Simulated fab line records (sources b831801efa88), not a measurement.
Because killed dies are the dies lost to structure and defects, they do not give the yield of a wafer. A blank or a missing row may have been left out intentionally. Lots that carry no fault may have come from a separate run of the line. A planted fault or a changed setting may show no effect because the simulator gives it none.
Which tool was responsible? / flow gf180mcu / Sampling: 14 lots, 42 wafers, 5 of 602 route steps

## WHAT THE GAUGES SHOWED, per wafer
GF_V1_BOW_MEAS_05.
lot=L141; measured=day 17 05:43; on=film_metro-01; V1_BOW (um)=89 76 79
lot=L142; measured=day 17 17:56; on=film_metro-02; V1_BOW (um)=91 85 87
lot=L144; measured=day 18 11:31; on=film_metro-01; V1_BOW (um)=78 79 85
lot=L146; measured=day 19 04:08; on=film_metro-04; V1_BOW (um)=87 80 80
lot=L147; measured=day 19 23:56; on=film_metro-02; V1_BOW (um)=71 73 80
lot=L149; measured=day 20 07:06; on=film_metro-01; V1_BOW (um)=70 79 75
lot=L151; measured=day 20 22:52; on=film_metro-04; V1_BOW (um)=83 95 97
lot=L150; measured=day 21 01:12; on=film_metro-04; V1_BOW (um)=83 82 79
lot=L152; measured=day 21 18:18; on=film_metro-01; V1_BOW (um)=72 85 83
lot=L153; measured=day 21 22:19; on=film_metro-04; V1_BOW (um)=97 91 87
lot=L155; measured=day 22 11:38; on=film_metro-02; V1_BOW (um)=82 91 70
lot=L156; measured=day 22 18:52; on=film_metro-04; V1_BOW (um)=90 75 80
lot=L157; measured=day 22 23:35; on=film_metro-04; V1_BOW (um)=67 70 82
lot=L164; measured=day 25 14:44; on=film_metro-02; V1_BOW (um)=79 84 67

GF_V1_OVL_MEAS_15.
lot=L141; measured=day 18 05:22; on=overlay-02; V1_OVL (nm)=11 7 1
lot=L142; measured=day 18 18:08; on=overlay-02; V1_OVL (nm)=4 1 9
lot=L144; measured=day 19 12:21; on=overlay-01; V1_OVL (nm)=-7 5 -2
lot=L146; measured=day 20 04:44; on=overlay-01; V1_OVL (nm)=2 5 -1
lot=L147; measured=day 21 00:17; on=overlay-02; V1_OVL (nm)=4 5 0
lot=L149; measured=day 21 07:23; on=overlay-01; V1_OVL (nm)=-2 2 6
lot=L151; measured=day 21 22:18; on=overlay-01; V1_OVL (nm)=-7 0 -2
lot=L150; measured=day 22 01:51; on=overlay-01; V1_OVL (nm)=6 -5 -6
lot=L152; measured=day 22 18:12; on=overlay-01; V1_OVL (nm)=0 2 0
lot=L153; measured=day 22 21:48; on=overlay-01; V1_OVL (nm)=11 5 7
lot=L155; measured=day 23 10:26; on=overlay-02; V1_OVL (nm)=8 -2 5
lot=L156; measured=day 23 17:12; on=overlay-01; V1_OVL (nm)=3 -2 3
lot=L157; measured=day 23 21:24; on=overlay-02; V1_OVL (nm)=-3 -3 -3
lot=L164; measured=day 26 11:57; on=overlay-01; V1_OVL (nm)=6 6 2

GF_M2_CD_MEAS_14: the cd target is 280 nm.
lot=L141; measured=day 19 07:22; on=cd_sem-02; cd_nm (nm)=280.9 279.6 280.6
lot=L142; measured=day 19 20:26; on=cd_sem-01; cd_nm (nm)=280.9 280.4 280.7
lot=L144; measured=day 20 14:10; on=cd_sem-01; cd_nm (nm)=281.4 281.0 281.1
lot=L146; measured=day 21 05:43; on=cd_sem-02; cd_nm (nm)=279.2 279.1 279.5
lot=L147; measured=day 22 02:34; on=cd_sem-02; cd_nm (nm)=279.5 279.5 280.6
lot=L149; measured=day 22 08:40; on=cd_sem-01; cd_nm (nm)=280.0 280.8 281.3
lot=L151; measured=day 22 23:10; on=cd_sem-01; cd_nm (nm)=282.1 280.6 281.2
lot=L150; measured=day 23 02:55; on=cd_sem-02; cd_nm (nm)=279.4 279.4 280.4
lot=L152; measured=day 23 18:37; on=cd_sem-02; cd_nm (nm)=279.1 279.5 278.6
lot=L153; measured=day 23 21:29; on=cd_sem-01; cd_nm (nm)=282.1 281.5 281.8
lot=L155; measured=day 24 10:40; on=cd_sem-02; cd_nm (nm)=281.0 281.7 279.9
lot=L156; measured=day 24 16:58; on=cd_sem-01; cd_nm (nm)=247.6 249.7 266.4 248.0 249.9 266.0
lot=L157; measured=day 24 21:37; on=cd_sem-02; cd_nm (nm)=247.7 271.3 251.5 247.9 271.6 251.4
lot=L164; measured=day 27 10:25; on=cd_sem-01; cd_nm (nm)=280.8 281.1 281.2

GF_V2_THK_MEAS_01.
lot=L141; measured=day 19 08:15; on=film_metro-01; V2_CVD_00_THK (nm)=598 603 602
lot=L142; measured=day 19 21:25; on=film_metro-03; V2_CVD_00_THK (nm)=598 594 594
lot=L144; measured=day 20 15:32; on=film_metro-04; V2_CVD_00_THK (nm)=606 598 599
lot=L146; measured=day 21 06:38; on=film_metro-01; V2_CVD_00_THK (nm)=605 599 603
lot=L147; measured=day 22 03:33; on=film_metro-01; V2_CVD_00_THK (nm)=604 599 598
lot=L149; measured=day 22 09:53; on=film_metro-04; V2_CVD_00_THK (nm)=601 602 604
lot=L151; measured=day 23 00:10; on=film_metro-04; V2_CVD_00_THK (nm)=601 593 601
lot=L150; measured=day 23 03:53; on=film_metro-03; V2_CVD_00_THK (nm)=607 600 609
lot=L152; measured=day 23 19:31; on=film_metro-04; V2_CVD_00_THK (nm)=592 603 596
lot=L153; measured=day 23 22:43; on=film_metro-03; V2_CVD_00_THK (nm)=610 611 601
lot=L155; measured=day 24 11:33; on=film_metro-03; V2_CVD_00_THK (nm)=592 594 601
lot=L156; measured=day 24 22:23; on=film_metro-04; V2_CVD_00_THK (nm)=604 609 611
lot=L157; measured=day 25 00:41; on=film_metro-04; V2_CVD_00_THK (nm)=593 592 597
lot=L164; measured=day 27 11:18; on=film_metro-01; V2_CVD_00_THK (nm)=597 600 605

## WHAT TOOL EACH LOT RAN ON (gives the tool, then ch and the chambers of the sampled wafers, and finally the start)
lot=L141; GF_M2_EXPOSE_11=krf_scanner-02 ch 0, day 18 19:34
lot=L142; GF_M2_EXPOSE_11=krf_scanner-01 ch 0, day 19 08:29
lot=L144; GF_M2_EXPOSE_11=krf_scanner-02 ch 0, day 20 02:08
lot=L146; GF_M2_EXPOSE_11=krf_scanner-02 ch 0, day 20 17:43
lot=L147; GF_M2_EXPOSE_11=krf_scanner-02 ch 0, day 21 14:37
lot=L149; GF_M2_EXPOSE_11=krf_scanner-02 ch 0, day 21 21:30
lot=L151; GF_M2_EXPOSE_11=krf_scanner-02 ch 0, day 22 11:22
lot=L150; GF_M2_EXPOSE_11=krf_scanner-02 ch 0, day 22 15:10
lot=L152; GF_M2_EXPOSE_11=krf_scanner-02 ch 0, day 23 07:52
lot=L153; GF_M2_EXPOSE_11=krf_scanner-02 ch 0, day 23 10:20
lot=L155; GF_M2_EXPOSE_11=krf_scanner-01 ch 0, day 24 00:28
lot=L156; GF_M2_EXPOSE_11=krf_scanner-02 ch 0, day 24 06:26
lot=L157; GF_M2_EXPOSE_11=krf_scanner-02 ch 0, day 24 10:22
lot=L164; GF_M2_EXPOSE_11=krf_scanner-01 ch 0, day 27 00:11
- GF_M2_EXPOSE_11: exposes mask Metal2, target cd 280 nm.

## AS READ BY THE TOOLS THEMSELVES (means over the sampled wafers that have a number; for cases with no such wafer, the mark the record gives instead)
The record holds no such reading with a usual standard deviation.

## THE ANSWER, worked out from the rows above alone
Rule: the lots themselves supply what counts as usual. Put in order of their means at a reading, lots are off if they are a third of the lots or fewer, leave a main group of 4 or more, and stand apart from it by a gap of 3 or more times the standard deviation of the main group's means; of several such gaps the widest counts. A main group whose means are all the same, to the digits that the tables above print for the reading, isn't used. A lot without any number at a reading at which 4 lots or more have one is off too. All remaining lots with rows at the step are treated as sound. The gauges are gone through in route order, then the tools' own readings, and for those a lot's mean is taken as printed above. At the first step where some lot is off, the reading lying furthest off is the one used; lots without a number count as furthest.
Off: L156, L157 (GF_M2_CD_MEAS_14, cd_nm). Main group: mean 280.5 nm, sd 0.81.
If a tool, at a process step before that reading, ran all the lots that are off and no sound lot after the first of them, it fits. The gauges at GF_M2_CD_MEAS_14 are tried like those tools. One fits: GF_M2_EXPOSE_11 on krf_scanner-02. Its last sound lot is L153 (day 23 10:20), its first lot that is off L156 (day 24 06:26): a fault that began between those two fits.

## WHAT HAD BEEN PUT IN BY THE SIMULATOR
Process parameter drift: krf_scanner-02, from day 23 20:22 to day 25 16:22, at GF_M2_EXPOSE_11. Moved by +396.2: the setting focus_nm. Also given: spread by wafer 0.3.
Shown lots that were struck: L156, L157. The same result came from the rule above.
